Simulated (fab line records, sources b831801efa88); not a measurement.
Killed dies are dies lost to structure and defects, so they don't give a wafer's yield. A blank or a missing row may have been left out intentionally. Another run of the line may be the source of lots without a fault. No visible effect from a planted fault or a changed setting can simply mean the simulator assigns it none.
Which tool was responsible? + flow sky130 + Sampling: 11 lots, 33 wafers, 5 of 708 route steps

== WHAT EACH GAUGE READ, for each wafer ==
No reading from a measuring or inspecting step in the record can be judged against a usual standard deviation.

== EACH LOT AND THE TOOL THAT RAN IT (in order: tool; ch and the chambers of the sampled wafers; start) ==
| lot  | SKY_METAL1_CLEAN_22             | SKY_METAL5_SPUTTER_01        | SKY_PASSIVATION_ETCH_11            | SKY_PAD_OPEN_ETCH_07               | SKY_PAD_OPEN_PROBE_99   |
|------|---------------------------------|------------------------------|------------------------------------|------------------------------------|-------------------------|
| L464 | wet_bench-04 ch 2, day 32 23:05 | pvd_sputter-04, day 42 21:08 | rie_diel-02 ch 0,2, day 44 19:34   | rie_diel-03 ch 0,1, day 45 16:49   | -                       |
| L466 | wet_bench-04 ch 1, day 33 18:06 | pvd_sputter-03, day 43 15:14 | rie_diel-02 ch 0,2,3, day 45 13:22 | rie_diel-03 ch 0,2, day 46 10:10   | prober-01, day 46 12:38 |
| L468 | wet_bench-04 ch 1, day 33 21:51 | pvd_sputter-04, day 43 17:59 | rie_diel-03 ch 1,2, day 45 14:52   | rie_diel-01 ch 0,1,2, day 46 11:13 | prober-02, day 46 13:35 |
| L476 | wet_bench-01 ch 0, day 36 16:32 | pvd_sputter-04, day 46 02:47 | rie_diel-03 ch 0,3, day 47 18:10   | rie_diel-01 ch 1,2, day 48 13:22   | -                       |
| L477 | wet_bench-04 ch 0, day 37 01:10 | pvd_sputter-03, day 46 11:17 | rie_diel-02 ch 1,2,3, day 48 05:16 | rie_diel-01 ch 0,1,2, day 48 23:34 | -                       |
| L478 | wet_bench-03 ch 0, day 37 08:12 | pvd_sputter-01, day 46 15:45 | rie_diel-03 ch 0,1, day 48 08:17   | rie_diel-04 ch 0,1,2, day 49 01:37 | -                       |
| L480 | wet_bench-01 ch 2, day 37 17:09 | pvd_sputter-01, day 46 21:43 | rie_diel-02 ch 1,2, day 48 14:01   | rie_diel-01 ch 0,1,3, day 49 08:01 | prober-01, day 49 10:23 |
| L481 | wet_bench-01 ch 2, day 37 23:12 | pvd_sputter-01, day 47 01:23 | rie_diel-02 ch 1,2,3, day 48 17:07 | rie_diel-03 ch 2,3, day 49 10:52   | prober-02, day 49 13:18 |
| L485 | wet_bench-01 ch 0, day 39 05:57 | pvd_sputter-03, day 48 04:56 | rie_diel-03 ch 0,1,3, day 49 17:17 | rie_diel-01 ch 2,3, day 50 09:55   | prober-02, day 50 12:38 |
| L486 | wet_bench-03 ch 1, day 39 13:09 | pvd_sputter-03, day 48 09:35 | rie_diel-02 ch 0,2, day 49 21:14   | rie_diel-04 ch 2,3, day 50 13:07   | prober-01, day 50 15:32 |
| L487 | wet_bench-04 ch 2, day 39 18:38 | pvd_sputter-04, day 48 13:36 | rie_diel-02 ch 2,3, day 50 02:07   | rie_diel-04 ch 1,2,3, day 50 17:55 | prober-02, day 50 20:14 |
- SKY_METAL1_CLEAN_22: cleans in IPA, time 180 s.
- SKY_METAL5_SPUTTER_01: material TiN, target thk 20 nm, time 16.7 s.
- SKY_PASSIVATION_ETCH_11: etches the open film in CF4/O2, stops on AlCu, target depth 725 nm, time 161.1 s.
- SKY_PAD_OPEN_ETCH_07: etches the open film in CF4/O2, stops on AlCu, target depth 725 nm, time 161.1 s.
- SKY_PAD_OPEN_PROBE_99

== WHAT THE TOOLS THEMSELVES READ (means of the sampled wafers that have a number; where no wafer has one, the mark that the record gives instead) ==
SKY_METAL5_SPUTTER_01. Usual: chamber_pressure_pa 0.4000 Pa, standard deviation 0.00076; throttle_valve_pct 30.1 %, standard deviation 1.1.
| lot  | tool           | chamber_pressure_pa (Pa) | throttle_valve_pct (%) | flag |
|------|----------------|--------------------------|------------------------|------|
| L464 | pvd_sputter-04 | 0.4000                   | 30.5                   |      |
| L466 | pvd_sputter-03 | 0.4001                   | 29.7                   |      |
| L468 | pvd_sputter-04 | 0.3999                   | 29.6                   |      |
| L476 | pvd_sputter-04 | 0.3997                   | 30.3                   |      |
| L477 | pvd_sputter-03 | 0.4007                   | 29.5                   |      |
| L478 | pvd_sputter-01 | 0.3995                   | 29.7                   |      |
| L480 | pvd_sputter-01 | 0.3998                   | 29.9                   |      |
| L481 | pvd_sputter-01 | 0.4000                   | 30.1                   |      |
| L485 | pvd_sputter-03 | 0.3998                   | 29.4                   |      |
| L486 | pvd_sputter-03 | 0.3994                   | 29.3                   |      |
| L487 | pvd_sputter-04 | 0.4001                   | 29.8                   |      |

SKY_PASSIVATION_ETCH_11. Usual: bias_w 151.8 W, standard deviation 0.45; drypump_motor_current_A 5.7 A, standard deviation 0.44; oes_product_au 0.977 a.u., standard deviation 0.0073; rf_fwd_power_W 796.5 W, standard deviation 2.8; throttle_valve_pct 5.963 %, standard deviation 0.0088.
| lot  | tool        | bias_w (W) | drypump_motor_current_A (A) | oes_product_au (a.u.) | rf_fwd_power_W (W) | throttle_valve_pct (%) | flag |
|------|-------------|------------|-----------------------------|-----------------------|--------------------|------------------------|------|
| L464 | rie_diel-02 | 151.8      | 5.5                         | 0.979                 | 795.6              | 5.966                  |      |
| L466 | rie_diel-02 | 152.0      | 5.8                         | 0.975                 | 798.0              | 5.961                  |      |
| L468 | rie_diel-03 | 151.8      | 5.6                         | 0.977                 | 796.9              | 5.968                  |      |
| L476 | rie_diel-03 | 151.4      | 5.8                         | 0.984                 | 795.4              | 5.962                  |      |
| L477 | rie_diel-02 | 151.6      | 6.1                         | 0.975                 | 796.6              | 5.956                  |      |
| L478 | rie_diel-03 | 151.7      | 5.9                         | 0.979                 | 792.6              | 5.962                  |      |
| L480 | rie_diel-02 | 151.9      | 6.2                         | 0.981                 | 796.8              | 5.971                  |      |
| L481 | rie_diel-02 | 151.8      | 6.1                         | 0.972                 | 796.2              | 5.959                  |      |
| L485 | rie_diel-03 | 151.7      | 5.7                         | 0.972                 | 796.1              | 5.962                  |      |
| L486 | rie_diel-02 | 151.9      | 5.5                         | 0.979                 | 798.7              | 5.968                  |      |
| L487 | rie_diel-02 | 152.0      | 6.1                         | 0.978                 | 796.2              | 5.958                  |      |

SKY_PAD_OPEN_ETCH_07. Usual: bias_w 150.0 W, standard deviation 0.46; drypump_motor_current_A 5.6 A, standard deviation 0.36; oes_product_au 0.976 a.u., standard deviation 0.0067; rf_fwd_power_W 796.3 W, standard deviation 2.6; throttle_valve_pct 5.964 %, standard deviation 0.0093.
| lot  | tool        | bias_w (W) | drypump_motor_current_A (A) | oes_product_au (a.u.) | rf_fwd_power_W (W) | throttle_valve_pct (%) | flag |
|------|-------------|------------|-----------------------------|-----------------------|--------------------|------------------------|------|
| L464 | rie_diel-03 | 150.0      | 5.9                         | 0.972                 | 797.9              | 5.963                  |      |
| L466 | rie_diel-03 | 149.8      | 5.7                         | 0.978                 | 799.3              | 5.967                  |      |
| L468 | rie_diel-01 | 149.9      | 5.3                         | 0.979                 | 796.3              | 5.968                  |      |
| L476 | rie_diel-01 | 150.3      | 5.1                         | 0.981                 | 796.6              | 5.965                  |      |
| L477 | rie_diel-01 | 149.8      | 5.3                         | 0.981                 | 793.8              | 5.971                  |      |
| L478 | rie_diel-04 | 149.9      | 5.9                         | 0.974                 | 794.3              | 5.966                  |      |
| L480 | rie_diel-01 | 150.2      | 5.5                         | 0.984                 | 795.1              | 5.963                  |      |
| L481 | rie_diel-03 | 150.0      | 5.3                         | 0.978                 | 795.4              | 5.969                  |      |
| L485 | rie_diel-01 | 150.0      | 5.2                         | 0.975                 | 797.5              | 5.967                  |      |
| L486 | rie_diel-04 | 150.0      | 5.5                         | 0.979                 | 796.7              | 5.959                  |      |
| L487 | rie_diel-04 | 149.4      | 5.7                         | 0.976                 | 794.6              | 5.967                  |      |

SKY_PAD_OPEN_PROBE_99. Usual: defect_limited_yield 82.4 %, standard deviation 2; killed_at_M0_to_M3 44, standard deviation 7.1; killed_at_M4_up 3, standard deviation 1.6; killed_at_contacts 24, standard deviation 5.4; killed_at_front_end 15, standard deviation 4.7; killed_at_other 0.3, standard deviation 0.51; killed_dies 87, standard deviation 9.9; killed_open 48, standard deviation 7.6; killed_short 39, standard deviation 6.3; sort_bin_3_pad_short 0.9 %, standard deviation 0.39; sort_bin_5_function 10.5 %, standard deviation 1.6; sort_bin_6_memory 6.3 %, standard deviation 1.1; sort_n_pass 405, standard deviation 9.9; sort_yield_pct 82.4 %, standard deviation 2.
| lot  | tool      | defect_limited_yield (%) | killed_at_M0_to_M3 | killed_at_M4_up | killed_at_contacts | killed_at_front_end | killed_at_other | killed_dies | killed_open | killed_short | sort_bin_3_pad_short (%) | sort_bin_5_function (%) | sort_bin_6_memory (%) | sort_n_pass | sort_yield_pct (%) | flag |
|------|-----------|--------------------------|--------------------|-----------------|--------------------|---------------------|-----------------|-------------|-------------|--------------|--------------------------|-------------------------|-----------------------|-------------|--------------------|------|
| L466 | prober-01 | 75.7                     | 81                 | 3               | 23                 | 12                  | 0.3             | 120         | 45          | 39           | 3.0                      | 14.7                    | 6.6                   | 372         | 75.7               | OFF  |
| L468 | prober-02 | 74.7                     | 81                 | 2               | 28                 | 13                  | 0.3             | 124         | 46          | 42           | 2.6                      | 16.5                    | 6.2                   | 368         | 74.7               | OFF  |
| L480 | prober-01 | 80.9                     | 54                 | 2               | 25                 | 12                  | 0.0             | 94          | 58          | 36           | 0.6                      | 11.1                    | 7.3                   | 398         | 80.9               |      |
| L481 | prober-02 | 83.6                     | 43                 | 3               | 22                 | 12                  | 0.0             | 81          | 46          | 35           | 0.7                      | 9.2                     | 6.5                   | 411         | 83.6               |      |
| L485 | prober-02 | 81.7                     | 49                 | 3               | 22                 | 16                  | 0.3             | 90          | 49          | 41           | 0.9                      | 10.8                    | 6.6                   | 402         | 81.7               |      |
| L486 | prober-01 | 84.6                     | 37                 | 5               | 23                 | 10                  | 1.0             | 76          | 42          | 34           | 0.6                      | 9.2                     | 5.6                   | 416         | 84.6               |      |
| L487 | prober-02 | 82.7                     | 46                 | 3               | 22                 | 14                  | 0.0             | 85          | 46          | 39           | 1.0                      | 10.9                    | 5.4                   | 407         | 82.7               |      |

== THE ANSWER, worked out from the rows above alone ==
Rule: a lot is off if the mean of its wafers that have a number lies more than 3 standard deviations from the usual mean. Also off: a lot with no number at a reading for which 4 or more lots have one. Any other lot the step has rows for is counted as sound. After the gauges, taken in route order, come the tools' own readings; for these a lot's mean is taken, as printed above. At the first step where some lot is off, the reading lying furthest off is the one used; lots without a number count as furthest.
Off: L466, L468 (SKY_PAD_OPEN_PROBE_99, sort_bin_3_pad_short). Neither off nor sound, because the step has no rows for them: L464, L476, L477, L478.
A tool fits if, at that step or a process step before it, it ran every lot that is off, and no sound lot after the first of them. No candidate that was tried fits.

== WHAT THE SIMULATOR HAD INSERTED ==
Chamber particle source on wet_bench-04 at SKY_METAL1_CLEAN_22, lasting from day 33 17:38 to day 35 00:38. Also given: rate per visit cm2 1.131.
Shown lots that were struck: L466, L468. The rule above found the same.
